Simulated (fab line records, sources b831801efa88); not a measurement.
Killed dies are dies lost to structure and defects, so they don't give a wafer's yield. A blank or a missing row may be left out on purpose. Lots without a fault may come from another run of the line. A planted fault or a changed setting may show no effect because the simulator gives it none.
fab line records | flow sky130
record lots=11 wafers=33 last_day=50
route steps=708 shown METAL3@532 CAPM@537 PAD_OPEN@708
lots that met no fault: from a run of the same line without faults
start_h: hours from the record's first day to the start of the lot's first wafer shown | wait_h: hours since the lot's step before | " the same as in the row above | L1.1+2: a row that stands for several wafers | - no value, or no start given | * or withheld: withheld | < > ~ a bound
route shown NAME@n: a module of which the file shows steps, and the number in the route of the first | usual: mean/standard deviation of fault-free wafers | same: alike in all rows | chamber/n: place in a boat | sites: the reading at each site | _std_site: their standard deviation | _edge_site: outer sites' mean less inner sites' | radius_mm: how far each site lies from the wafer's centre | mask NAME#n: copy n | behind: the tool/chamber that last shaped the wafer | hold: why the lot was held/for how many hours/how that ended | device: the transistor (n, p or np) that didn't switch | end of line: the same wafers' tests at the end of the route | a step without rows: its recipe alone | killed: dies lost to structure and defects at the first sort, not the wafer's yield | map: a wafer's dies, x killed, . not, _ none there
set.NAME: the setting as run; set.NAME@STEP: as run at that earlier step | model.NAME: the simulator's own value behind a step, which no gauge read
steps of the route over a sample of lots; a table a step, a row a wafer
services: from which hour (start_h, from the record's first day; less than 0 if before it) a tool's chamber was out of use, for how many hours, and why
## steps
# step SKY_METAL3_SPUTTER_00
# recipe material=Ti target_thk_nm=15 power_w=3000 time_s=10 chamber_pressure_pa=0.4
# usual throttle_valve_pct=29.8/0.67
# columns lot.wafer tool chamber start_h wait_h throttle_valve_pct
L240.1 pvd_sputter-02 - 842.66 0.2 30.7
L240.2 " - " " 29.8
L240.6 " - " " 29.1
L244.2 pvd_sputter-02 - 882.42 0.1 29.2
L244.5 " - " " 28.9
L244.6 " - " " 29.9
L248.1 pvd_sputter-04 - 912.72 0.2 29.7
L248.2 " - " " 30.6
L248.4 " - " " 30.5
L249.3 pvd_sputter-03 - 923.46 0.1 31.3
L249.5 " - " " 31.1
L249.6 " - " " 29.8
L250.1 pvd_sputter-02 - 931.51 0.1 29.7
L250.2 " - " " 30.6
L250.3 " - " " 29.1
L251.3 pvd_sputter-02 - 934.95 0.2 28.9
L251.5 " - " " 29.1
L251.6 " - " " 29.2
L252.2 pvd_sputter-02 - 942.04 0.2 29.0
L252.3 " - " " 28.9
L252.5 " - " " 29.7
L255.2 pvd_sputter-04 - 961.12 0.1 29.7
L255.3 " - " " 29.5
L255.5 " - " " 29.7
L258.3 pvd_sputter-03 - 974.12 0.2 30.3
L258.4 " - " " 29.4
L258.5 " - " " 31.0
L260.1 pvd_sputter-02 - 1006.54 0.1 29.0
L260.2 " - " " 29.5
L260.3 " - " " 30.7
L261.3 pvd_sputter-03 - 1020.43 0.2 29.9
L261.5 " - " " 31.1
L261.6 " - " " 29.9
# step SKY_CAPM_CVD_00
# recipe material=SiO2 target_thk_nm=15.5 temp_c=400 time_s=withheld rf_w=450
# usual heater_power_w=683/92 susceptor_temp_C=400.01/0.23
# columns lot.wafer tool chamber start_h wait_h heater_power_w susceptor_temp_C
L240.1 pecvd-02 2 842.82 0.0 599 400.02
L240.2 " 0 " " 546 400.50
L240.6 " 2 " " 597 400.08
L244.2 pecvd-01 1 882.58 0.0 604 399.92
L244.5 " 2 " " 679 400.04
L244.6 " 0 " " 697 399.93
L248.1 pecvd-01 0 912.87 0.0 736 400.10
L248.2 " 1 " " 696 399.76
L248.4 " 2 " " 746 399.59
L249.3 pecvd-02 2 923.62 0.0 674 399.72
L249.5 " 0 " " 597 400.05
L249.6 " 1 " " 729 399.70
L250.1 pecvd-03 2 931.66 0.0 816 400.10
L250.2 " 1 " " 624 399.40
L250.3 " 0 " " 664 400.33
L251.3 pecvd-03 2 935.10 0.0 946 400.75
L251.5 " 1 " " 656 400.09
L251.6 " 2 " " 940 400.47
L252.2 pecvd-01 2 942.20 0.0 809 399.64
L252.3 " 1 " " 677 399.86
L252.5 " 1 " " 664 399.79
L255.2 pecvd-02 1 961.27 0.0 679 400.62
L255.3 " 0 " " 585 400.03
L255.5 " 0 " " 573 400.04
L258.3 pecvd-02 2 974.28 0.0 574 399.93
L258.4 " 0 " " 586 399.90
L258.5 " 2 " " 571 400.13
L260.1 pecvd-02 1 1006.70 0.0 655 400.02
L260.2 " 0 " " 586 400.09
L260.3 " 2 " " 642 400.03
L261.3 pecvd-02 0 1020.58 0.0 614 400.13
L261.5 " 2 " " 559 400.42
L261.6 " 0 " " 631 400.27
# step SKY_CAPM_THK_MEAS_01
# recipe reads=SiO2_of_CAPM_CVD_00
# usual CAPM_CVD_00_THK=15.46/0.22
# columns lot.wafer tool chamber start_h wait_h CAPM_CVD_00_THK[nm]
L240.1 film_metro-01 - 842.85 - 15.58
L240.2 " - " " 15.41
L240.6 " - " " 15.53
L244.2 film_metro-01 - 882.61 - 15.49
L244.5 " - " " 15.12
L244.6 " - " " 15.69
L248.1 film_metro-02 - 912.89 - 15.05
L248.2 " - " " 15.45
L248.4 " - " " 15.44
L249.3 film_metro-01 - 923.66 - 15.43
L249.5 " - " " 15.52
L249.6 " - " " 15.50
L250.1 film_metro-02 - 931.68 - 15.40
L250.2 " - " " 15.39
L250.3 " - " " 15.28
L251.3 film_metro-01 - 935.14 - 15.53
L251.5 " - " " 15.56
L251.6 " - " " 15.80
L252.2 film_metro-01 - 942.23 - 15.09
L252.3 " - " " 15.56
L252.5 " - " " 15.82
L255.2 film_metro-04 - 961.31 - 15.62
L255.3 " - " " 15.56
L255.5 " - " " 15.90
L258.3 film_metro-02 - 974.32 - 15.68
L258.4 " - " " 15.79
L258.5 " - " " 15.94
L260.1 film_metro-02 - 1006.72 - 15.33
L260.2 " - " " 15.21
L260.3 " - " " 15.32
L261.3 film_metro-04 - 1020.62 - 15.43
L261.5 " - " " 15.62
L261.6 " - " " 15.66
# step SKY_CAPM_METAL_ETCH_13
# recipe target_depth_nm=220 stop_on=SiO2 chemistry=Cl2/BCl3 target=TiN pressure_mtorr=10 icp_w=900 bias_w=48.5 Cl2_flow_sccm=60 bcl3_flow_sccm=30 time_s=62.9
# usual bcl3_flow_sccm=30.01/0.094 bias_w=48.53/0.15 drypump_motor_current_A=5.77/0.28 oes_product_au=0.941/0.0074 throttle_valve_pct=21.903/0.0095
# columns lot.wafer tool chamber start_h wait_h bcl3_flow_sccm bias_w drypump_motor_current_A oes_product_au rf_hours_counter_h throttle_valve_pct
L240.1 rie_metal-01 0 868.86 0.0 29.97 48.75 5.45 0.932 7 21.897
L240.2 " 1 " " 29.98 48.60 5.68 0.942 12 21.920
L240.6 " 1 " " 30.03 48.62 5.69 0.944 - 21.913
L244.2 rie_metal-03 1 908.93 0.0 29.86 48.53 5.83 0.932 14 21.914
L244.5 " 1 " " 29.89 48.47 5.85 0.932 - 21.931
L244.6 " 0 " " 29.95 48.56 5.85 0.931 - 21.930
L248.1 rie_metal-01 0 937.96 0.0 30.03 48.59 5.45 0.935 11 21.904
L248.2 " 0 " " 30.06 48.61 5.45 0.933 - 21.913
L248.4 " 0 " " 29.99 48.36 5.46 0.935 - 21.896
L249.3 rie_metal-03 0 948.16 0.0 30.10 48.58 5.83 0.951 - 21.908
L249.5 " 0 " " 29.99 48.46 5.85 0.954 - 21.889
L249.6 " 1 " " 30.07 48.72 5.88 0.957 - 21.886
L250.1 rie_metal-03 0 956.40 0.0 - - - - - -
L250.2 " 1 " " - - - - - -
L250.3 " 0 " " - - - - - -
L251.3 rie_metal-03 1 959.59 0.0 - - - - - -
L251.5 " 0 " " - - - - - -
L251.6 " 1 " " - - - - - -
L252.2 rie_metal-02 0 966.28 0.0 - - - - - -
L252.3 " 1 " " - - - - - -
L252.5 " 1 " " - - - - - -
L255.2 rie_metal-03 1 984.91 0.0 29.97 48.51 5.88 0.944 18 21.917
L255.3 " 1 " " 30.11 48.54 5.85 0.939 - 21.901
L255.5 " 0 " " 29.96 48.35 5.86 0.934 - 21.916
L258.3 rie_metal-02 1 997.34 0.0 30.28 48.27 5.49 0.937 - 21.913
L258.4 " 0 " " 30.00 48.53 6.20 0.936 - 21.903
L258.5 " 1 " " 30.02 48.44 5.48 0.930 - 21.906
L260.1 rie_metal-02 0 1029.63 0.0 30.18 48.55 6.24 0.945 8 21.901
L260.2 " 1 " " 29.94 48.60 5.47 0.942 6 21.899
L260.3 " 0 " " 30.12 48.73 6.21 0.946 - 21.899
L261.3 rie_metal-03 0 1043.94 0.0 29.91 48.55 5.86 0.945 - 21.891
L261.5 " 0 " " 29.97 48.62 5.86 0.945 - 21.905
L261.6 " 1 " " 30.03 48.37 5.86 0.943 - 21.905
# step SKY_CAPM_STRIP_14
# recipe chemistry=O2/N2 power_w=1400 pressure_mtorr=1500 platen_temp_c=withheld o2_flow_sccm=3000 n2_flow_sccm=300 overash_fraction=0.5
# usual drypump_motor_current_A=5.84/0.26 oes_product_au=0.711/0.0049 strip_time_to_endpoint_s=12.67/0.054
# columns lot.wafer tool chamber start_h wait_h drypump_motor_current_A oes_product_au rf_hours_counter_h strip_time_to_endpoint_s
L240.1 plasma_asher-02 0 868.94 0.1 5.70 0.704 12 12.68
L240.2 " 1 " " 5.85 0.712 12 12.67
L240.6 " 0 " " 5.70 0.708 - 12.69
L244.2 plasma_asher-02 1 909.01 0.1 5.88 0.716 16 12.61
L244.5 " 0 " " 5.68 0.712 - 12.63
L244.6 " 1 " " 5.88 0.715 - 12.64
L248.1 plasma_asher-03 0 938.11 0.1 5.61 0.713 117 12.60
L248.2 " 1 " " 6.24 0.714 117 12.65
L248.4 " 0 " " 5.60 0.705 - 12.66
L249.3 plasma_asher-03 0 948.24 0.1 5.59 0.712 - 12.62
L249.5 " 1 " " 6.27 0.714 - 12.59
L249.6 " 0 " " 5.58 0.719 - 12.61
L250.1 plasma_asher-02 0 956.48 0.1 5.70 0.714 21 14.28
L250.2 " 1 " " 5.90 0.711 21 14.23
L250.3 " 1 " " 5.89 0.709 - 14.32
L251.3 plasma_asher-03 0 959.67 0.1 5.59 0.725 - 14.17
L251.5 " 0 " " 5.62 0.714 - 14.21
L251.6 " 1 " " 6.25 0.719 - 14.21
L252.2 plasma_asher-02 1 966.36 0.1 5.90 0.717 22 14.16
L252.3 " 0 " " 5.70 0.722 - 14.20
L252.5 " 0 " " 5.68 0.715 - 14.20
L255.2 plasma_asher-01 0 984.99 0.1 5.64 0.709 52 12.64
L255.3 " 1 " " 5.72 0.713 - 12.66
L255.5 " 1 " " 5.72 0.710 - 12.66
L258.3 plasma_asher-03 0 997.42 0.1 5.59 0.720 - 12.57
L258.4 " 1 " " 6.26 0.722 - 12.68
L258.5 " 1 " " 6.27 0.712 - 12.66
L260.1 plasma_asher-01 0 1029.71 0.1 5.61 0.712 56 12.75
L260.2 " 1 " " 5.71 0.707 56 12.67
L260.3 " 0 " " 5.62 0.710 - 12.74
L261.3 plasma_asher-03 1 1044.02 0.1 6.25 0.716 - 12.65
L261.5 " 0 " " 5.61 0.709 - 12.61
L261.6 " 1 " " 6.25 0.709 - 12.59
# step SKY_PAD_OPEN_PROBE_99
# usual defect_limited_yield=82.5/2.1 killed_at_M0_to_M3=43/7.7 killed_at_M4_up=2.9/1.9 killed_at_contacts=24/5.9 killed_at_front_end=16/5.1 killed_at_other=0.3/0.63 killed_dies=86/10 killed_on_rim=16/3.6 killed_open=47/7.6 killed_short=39/6.8 sort_bin_3_pad_short=0.8/0.44 sort_bin_5_function=10.4/1.6 sort_bin_6_memory=6.3/1.1 sort_n_pass=406/10 sort_yield_pct=82.5/2.1
# same gross_dies=492 killed_at_back_side=0 sort_bin_4_leakage[%]=0 sort_bin_8_speed[%]=0
# columns lot.wafer tool chamber start_h wait_h hold defect_limited_yield[%] killed_at_M0_to_M3 killed_at_M4_up killed_at_contacts killed_at_front_end killed_at_other killed_dies killed_on_rim killed_open killed_short sort_bin_3_pad_short[%] sort_bin_5_function[%] sort_bin_6_memory[%] sort_n_pass sort_yield_pct[%]
L240.1 prober-01 - 1072.07 0.1 - 80.3 47 5 27 16 2 97 16 56 41 0.8 11.2 7.7 395 80.3
L240.2 prober-01 - 1072.12 0.1 - 78.3 47 2 30 27 1 107 19 61 42 0.8 11.8 9.1 385 78.3
L240.6 prober-01 - 1072.32 0.2 - 79.3 53 2 33 14 0 102 17 57 45 0.8 12.6 7.3 390 79.3
L244.2 prober-02 - 1103.24 0.1 - 81.7 54 2 22 12 0 90 9 59 31 0.6 12.4 5.3 402 81.7
L244.5 prober-02 - 1103.39 0.2 - 82.3 50 0 18 16 3 87 20 48 37 0.8 9.8 7.1 405 82.3
L244.6 prober-02 - 1103.44 0.2 - 81.9 51 3 17 18 0 89 17 50 38 0.4 11.0 6.7 403 81.9
L248.1 prober-02 - 1125.94 0.1 - 81.5 53 4 26 8 0 91 19 61 29 0.6 12.0 5.9 401 81.5
L248.2 prober-02 - 1125.99 0.1 - 80.9 58 0 27 9 0 94 16 48 46 0.4 12.0 6.7 398 80.9
L248.4 prober-02 - 1126.09 0.2 - 84.3 34 6 24 13 0 77 14 49 27 0.6 11.0 4.1 415 84.3
L249.3 prober-01 - 1134.99 0.2 - 81.9 46 2 21 20 0 89 15 49 40 0.4 10.6 7.1 403 81.9
L249.5 prober-01 - 1135.09 0.2 - 83.3 44 4 28 6 0 82 15 45 36 1.0 9.6 6.1 410 83.3
L249.6 prober-01 - 1135.14 0.2 - 82.1 37 3 33 15 0 88 15 47 40 0 9.8 8.1 404 82.1
L250.1 prober-02 - 1142.03 0.1 await_dispo/2.8h/scrap 0 43 2 35 16 396 492 96 54 42 0.2 93.7 6.1 0 0
L250.2 prober-02 - 1142.08 0.1 await_dispo/2.8h/scrap 0 54 1 20 20 397 492 96 41 53 1.2 92.3 6.5 0 0
L250.3 prober-02 - 1142.13 0.2 await_dispo/2.8h/scrap 0 45 1 18 10 418 492 96 45 30 1.6 92.3 6.1 0 0
L251.3 prober-01 - 1145.76 0.2 await_dispo/2.9h/scrap 0 39 5 20 25 403 492 96 47 41 1.4 91.1 7.5 0 0
L251.5 prober-01 - 1145.86 0.2 await_dispo/2.9h/scrap 0 41 3 17 18 413 492 96 39 40 0.4 94.9 4.7 0 0
L251.6 prober-01 - 1145.91 0.2 await_dispo/2.9h/scrap 0 35 6 26 26 399 492 96 50 43 0.6 92.1 7.3 0 0
L252.2 prober-02 - 1147.81 0.1 await_dispo/7.8h/scrap 0 59 4 34 11 384 492 96 64 44 0.8 91.3 7.9 0 0
L252.3 prober-02 - 1147.86 0.2 await_dispo/7.8h/scrap 0 46 5 28 11 402 492 96 50 41 1.0 91.5 7.5 0 0
L252.5 prober-02 - 1147.96 0.2 await_dispo/7.8h/scrap 0 44 5 22 18 403 492 96 42 46 0.4 92.3 7.3 0 0
L255.2 prober-01 - 1161.94 0.1 - 82.5 40 4 26 16 0 86 23 43 43 1.4 11.0 5.1 406 82.5
L255.3 prober-01 - 1161.99 0.2 - 79.5 42 5 35 19 0 101 23 54 47 0.8 13.4 6.3 391 79.5
L255.5 prober-01 - 1162.09 0.2 - 85.0 38 3 15 18 0 74 10 35 39 1.0 7.3 6.7 418 85.0
L258.3 prober-02 - 1171.13 0.2 - 82.7 51 2 20 12 0 85 14 53 31 0.8 10.6 5.9 407 82.7
L258.4 prober-02 - 1171.18 0.2 - 82.9 40 2 18 24 0 84 19 44 39 0.4 9.6 7.1 408 82.9
L258.5 prober-02 - 1171.23 0.2 - 82.3 36 3 20 28 0 87 8 47 39 1.0 10.4 6.3 405 82.3
L260.1 prober-02 - 1194.30 0.1 - 80.7 50 3 21 20 1 95 16 55 40 0.6 12.0 6.7 397 80.7
L260.2 prober-02 - 1194.35 0.1 - 82.3 47 2 22 16 0 87 14 47 39 1.2 10.8 5.7 405 82.3
L260.3 prober-02 - 1194.40 0.2 - 83.7 38 2 24 16 0 80 16 35 45 1.0 9.6 5.7 412 83.7
L261.3 prober-02 - 1203.16 0.2 - 83.7 39 4 19 18 0 80 17 35 45 0.8 10.4 5.1 412 83.7
L261.5 prober-02 - 1203.26 0.2 - 82.7 33 4 25 23 0 85 16 38 47 0.8 10.8 5.7 407 82.7
L261.6 prober-02 - 1203.31 0.2 - 83.5 31 3 25 22 0 81 23 46 35 0.8 10.6 5.1 411 83.5
# killed by level:class
L240.1 CONTACT:geometric_particle:open=13 VIA1:geometric_particle:open=11 VIA3:geometric_particle:open=11 VIA2:geometric_particle:open=7 LI_CONTACT:geometric_particle:open=5 LOCAL_INTERCONNECT:geometric_particle:short=5 METAL4:geometric_particle:short=5 FIELD_ISO:geometric_particle:open=4
L240.2 CONTACT:geometric_particle:open=15 VIA1:geometric_particle:open=13 FIELD_ISO:geometric_particle:short=8 LI_CONTACT:geometric_particle:open=6 CONTACT:geometric_particle:short=6 VIA2:geometric_particle:open=6 METAL1:geometric_particle:short=5 VIA3:geometric_particle:short=5
L240.6 VIA1:geometric_particle:open=13 LOCAL_INTERCONNECT:geometric_particle:short=9 VIA3:geometric_particle:open=8 LI_CONTACT:geometric_particle:open=8 CONTACT:geometric_particle:open=8 CONTACT:geometric_particle:short=7 METAL2:geometric_particle:short=7 VIA2:geometric_particle:open=7
L244.2 VIA1:geometric_particle:open=17 CONTACT:geometric_particle:open=12 VIA3:geometric_particle:open=10 LI_CONTACT:geometric_particle:open=6 METAL2:geometric_particle:short=5 VIA2:geometric_particle:open=5 FIELD_ISO:geometric_particle:open=3 METAL1:geometric_particle:short=3
L244.5 VIA3:geometric_particle:open=12 VIA1:geometric_particle:open=10 CONTACT:geometric_particle:short=6 METAL1:geometric_particle:short=6 FIELD_ISO:geometric_particle:short=5 LI_CONTACT:geometric_particle:open=5 CONTACT:geometric_particle:open=5 VIA1:geometric_particle:short=5
L244.6 VIA1:geometric_particle:open=18 VIA2:geometric_particle:open=7 FIELD_ISO:geometric_particle:open=6 LI_CONTACT:geometric_particle:open=6 VIA3:geometric_particle:short=6 VIA1:geometric_particle:short=6 FIELD_ISO:geometric_particle:short=4 CONTACT:geometric_particle:short=4
L248.1 VIA1:geometric_particle:open=19 CONTACT:geometric_particle:open=13 LI_CONTACT:geometric_particle:open=7 VIA3:geometric_particle:open=7 VIA1:geometric_particle:short=5 VIA2:geometric_particle:short=5 CONTACT:geometric_particle:short=4 METAL1:geometric_particle:open=3
L248.2 CONTACT:geometric_particle:open=13 VIA1:geometric_particle:open=9 METAL2:geometric_particle:short=9 VIA1:geometric_particle:short=8 VIA2:geometric_particle:open=7 LI_CONTACT:geometric_particle:open=6 VIA2:geometric_particle:short=6 VIA3:geometric_particle:open=6
L248.4 VIA1:geometric_particle:open=11 CONTACT:geometric_particle:open=9 VIA3:geometric_particle:open=6 LI_CONTACT:geometric_particle:open=5 VIA2:geometric_particle:open=5 CONTACT:geometric_particle:short=4 METAL4:geometric_particle:short=4 FIELD_ISO:geometric_particle:short=3
L249.3 VIA1:geometric_particle:open=9 CONTACT:geometric_particle:open=8 METAL2:geometric_particle:short=8 VIA3:geometric_particle:short=7 VIA3:geometric_particle:open=7 POLY_GATE:geometric_particle:open=6 VIA2:geometric_particle:open=5 FIELD_ISO:geometric_particle:open=4
L249.5 VIA1:geometric_particle:open=10 LI_CONTACT:geometric_particle:open=7 VIA3:geometric_particle:open=6 CONTACT:geometric_particle:open=6 CONTACT:geometric_particle:short=6 LOCAL_INTERCONNECT:geometric_particle:short=5 VIA2:geometric_particle:open=5 VIA1:geometric_particle:short=4
L249.6 VIA1:geometric_particle:open=11 CONTACT:geometric_particle:open=11 LOCAL_INTERCONNECT:geometric_particle:short=8 LI_CONTACT:geometric_particle:open=7 METAL2:geometric_particle:short=6 POLY_GATE:geometric_particle:open=5 CONTACT:geometric_particle:short=4 VIA2:geometric_particle:open=4
L250.1 CAPM:area_etch=396 VIA1:geometric_particle:open=13 CONTACT:geometric_particle:open=10 CONTACT:geometric_particle:short=9 POLY_GATE:geometric_particle:open=8 VIA2:geometric_particle:open=7 METAL2:geometric_particle:short=7 LI_CONTACT:geometric_particle:open=6
L250.2 CAPM:area_etch=397 VIA1:geometric_particle:open=15 METAL2:geometric_particle:short=7 POLY_GATE:geometric_particle:short=6 METAL1:geometric_particle:short=6 CONTACT:geometric_particle:short=6 VIA1:geometric_particle:short=6 VIA2:geometric_particle:short=5
L250.3 CAPM:area_etch=417 VIA1:geometric_particle:open=15 CONTACT:geometric_particle:open=10 VIA1:geometric_particle:short=8 VIA3:geometric_particle:open=7 FIELD_ISO:geometric_particle:short=4 METAL2:geometric_particle:short=3 POLY_GATE:geometric_particle:short=3
L251.3 CAPM:area_etch=402 VIA2:geometric_particle:open=7 CONTACT:geometric_particle:open=7 FIELD_ISO:geometric_particle:open=6 POLY_GATE:geometric_particle:short=6 METAL1:geometric_particle:short=6 FIELD_ISO:geometric_particle:short=5 LI_CONTACT:geometric_particle:open=5
L251.5 CAPM:area_etch=413 VIA1:geometric_particle:open=11 METAL1:geometric_particle:short=7 VIA3:geometric_particle:open=7 FIELD_ISO:geometric_particle:short=6 FIELD_ISO:geometric_particle:open=5 CONTACT:geometric_particle:short=5 POLY_GATE:geometric_particle:short=4
L251.6 CAPM:area_etch=399 CONTACT:geometric_particle:open=15 FIELD_ISO:geometric_particle:short=8 POLY_GATE:geometric_particle:short=7 VIA3:geometric_particle:open=7 LI_CONTACT:geometric_particle:open=5 VIA2:geometric_particle:open=5 VIA1:geometric_particle:open=5
L252.2 CAPM:area_etch=384 VIA1:geometric_particle:open=13 LI_CONTACT:geometric_particle:open=13 CONTACT:geometric_particle:open=11 VIA1:geometric_particle:short=11 VIA3:geometric_particle:open=9 METAL2:geometric_particle:short=7 CONTACT:geometric_particle:short=5
L252.3 CAPM:area_etch=401 VIA1:geometric_particle:open=15 CONTACT:geometric_particle:open=11 LI_CONTACT:geometric_particle:open=8 METAL1:geometric_particle:short=6 VIA1:geometric_particle:short=6 FIELD_ISO:geometric_particle:short=5 VIA2:geometric_particle:open=5
L252.5 CAPM:area_etch=403 METAL1:geometric_particle:short=13 VIA1:geometric_particle:open=8 CONTACT:geometric_particle:open=8 VIA3:geometric_particle:open=6 LI_CONTACT:geometric_particle:open=5 FIELD_ISO:geometric_particle:open=4 FIELD_ISO:geometric_particle:short=4
L255.2 LI_CONTACT:geometric_particle:open=12 METAL1:geometric_particle:short=7 VIA3:geometric_particle:short=6 POLY_GATE:geometric_particle:open=5 CONTACT:geometric_particle:short=5 LI_CONTACT:geometric_particle:short=4 CONTACT:geometric_particle:open=4 VIA1:geometric_particle:open=4
L255.3 CONTACT:geometric_particle:open=10 CONTACT:geometric_particle:short=9 VIA2:geometric_particle:open=9 POLY_GATE:geometric_particle:short=8 LI_CONTACT:geometric_particle:open=7 VIA1:geometric_particle:open=6 FIELD_ISO:geometric_particle:open=5 VIA1:geometric_particle:short=5
L255.5 LI_CONTACT:geometric_particle:open=7 VIA1:geometric_particle:short=6 VIA3:geometric_particle:open=6 POLY_GATE:geometric_particle:open=5 CONTACT:geometric_particle:open=5 METAL1:geometric_particle:short=5 METAL2:geometric_particle:short=5 VIA2:geometric_particle:open=4
L258.3 VIA1:geometric_particle:open=12 VIA2:geometric_particle:open=10 CONTACT:geometric_particle:open=8 VIA3:geometric_particle:open=7 LI_CONTACT:geometric_particle:open=6 FIELD_ISO:geometric_particle:open=5 METAL1:geometric_particle:short=5 FIELD_ISO:geometric_particle:short=4
L258.4 VIA1:geometric_particle:open=8 VIA2:geometric_particle:open=7 FIELD_ISO:geometric_particle:short=6 FIELD_ISO:geometric_particle:open=6 CONTACT:geometric_particle:open=5 VIA2:geometric_particle:short=5 LI_CONTACT:geometric_particle:open=4 LOCAL_INTERCONNECT:geometric_particle:short=4
L258.5 VIA1:geometric_particle:open=11 FIELD_ISO:geometric_particle:open=8 VIA3:geometric_particle:open=7 FIELD_ISO:geometric_particle:short=6 CONTACT:geometric_particle:short=5 LOCAL_INTERCONNECT:geometric_particle:short=5 CONTACT:geometric_particle:open=5 POLY_GATE:geometric_particle:short=4
L260.1 VIA1:geometric_particle:open=12 POLY_GATE:geometric_particle:open=8 VIA2:geometric_particle:open=8 METAL2:geometric_particle:short=6 LI_CONTACT:geometric_particle:open=5 VIA3:geometric_particle:open=5 CONTACT:geometric_particle:short=5 POLY_GATE:geometric_particle:short=4
L260.2 VIA1:geometric_particle:open=11 VIA3:geometric_particle:open=6 VIA2:geometric_particle:open=6 LOCAL_INTERCONNECT:geometric_particle:short=5 CONTACT:geometric_particle:open=5 METAL1:geometric_particle:short=5 METAL2:geometric_particle:short=5 FIELD_ISO:geometric_particle:short=4
L260.3 METAL2:geometric_particle:short=10 CONTACT:geometric_particle:open=9 VIA1:geometric_particle:open=8 FIELD_ISO:geometric_particle:short=5 LI_CONTACT:geometric_particle:short=5 FIELD_ISO:geometric_particle:open=4 LI_CONTACT:geometric_particle:open=4 METAL1:geometric_particle:short=4
L261.3 VIA2:geometric_particle:short=6 CONTACT:geometric_particle:open=6 METAL1:geometric_particle:short=6 POLY_GATE:geometric_particle:open=5 VIA3:geometric_particle:open=5 POLY_GATE:geometric_particle:short=4 VIA1:geometric_particle:short=4 VIA1:geometric_particle:open=4
L261.5 CONTACT:geometric_particle:short=8 POLY_GATE:geometric_particle:short=7 CONTACT:geometric_particle:open=7 LI_CONTACT:geometric_particle:open=6 VIA2:geometric_particle:open=6 FIELD_ISO:geometric_particle:short=5 METAL1:geometric_particle:short=5 VIA1:geometric_particle:short=5
L261.6 VIA1:geometric_particle:open=8 FIELD_ISO:geometric_particle:short=7 LI_CONTACT:geometric_particle:open=7 POLY_GATE:geometric_particle:open=6 VIA2:geometric_particle:open=6 VIA3:geometric_particle:open=6 LI_CONTACT:geometric_particle:short=5 CONTACT:geometric_particle:open=4
## services
# columns tool chamber start_h hours kind
pecvd-02 1 837.21 7.9 repair
pecvd-01 0 838.67 7.4 repair
pvd_sputter-02 0 854.98 - consumable_replace:kit
pvd_sputter-02 0 854.98 18.0 scheduled_down
pvd_sputter-02 0 854.98 18.0 vent_cycle
plasma_asher-01 - 868.92 4.0 repair
plasma_asher-01 - 873.64 1.2 repair
plasma_asher-02 - 882.94 11.7 repair
pvd_sputter-03 - 887.45 2.3 repair
rie_metal-03 0 890.16 8.6 repair
plasma_asher-02 - 892.36 1.6 repair
plasma_asher-01 - 901.61 2.8 pm
pvd_sputter-02 - 904.63 8.7 repair
pecvd-02 - 946.56 2.8 pm
rie_metal-03 - 950.52 5.0 repair
pvd_sputter-04 - 953.86 1.9 repair
plasma_asher-01 - 959.48 1.9 repair
rie_metal-01 1 981.71 21.0 repair
pvd_sputter-04 - 1006.84 6.4 repair
pvd_sputter-02 3 1012.01 - consumable_replace:kit
pecvd-02 - 1016.96 0.5 repair
plasma_asher-03 - 1026.14 1.6 repair
plasma_asher-03 - 1027.72 2.8 pm
pecvd-03 0 1033.81 4.5 repair
## key
first_sign step=SKY_CAPM_METAL_ETCH_13 reading=tool_record direction=missing
effect step=SKY_CAPM_STRIP_14 reading=strip_time_to_endpoint_s direction=up sigmas=28 usual=* struck=*
effect step=SKY_PAD_OPEN_PROBE_99 reading=killed_at_other direction=up sigmas=99+ usual=0.3 struck=401.7
more_kills_born_at SKY_CAPM_METAL_ETCH_13@rie_metal-03=2424 SKY_CAPM_METAL_ETCH_13@rie_metal-02=1188
met_at SKY_CAPM_METAL_ETCH_13
struck_lots L250,L251,L252
later_rows_left_out L250.1,L250.2,L250.3,L251.3,L251.5,L251.6,L252.2,L252.3,L252.5
not_acting_at SKY_METAL3_SPUTTER_00,SKY_CAPM_CVD_00,SKY_CAPM_THK_MEAS_01
onset_between 948.16 956.40
fault kind=skipped_step_whole tool=rie_metal-02,rie_metal-03 chamber=- onset_h=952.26 steps=SKY_CAPM_METAL_ETCH_13 scope=struck_lots_only
# later_rows_left_out: the simulator's readings of these wafers behind a module that went badly wrong aren't trusted and aren't shown, but for the sort
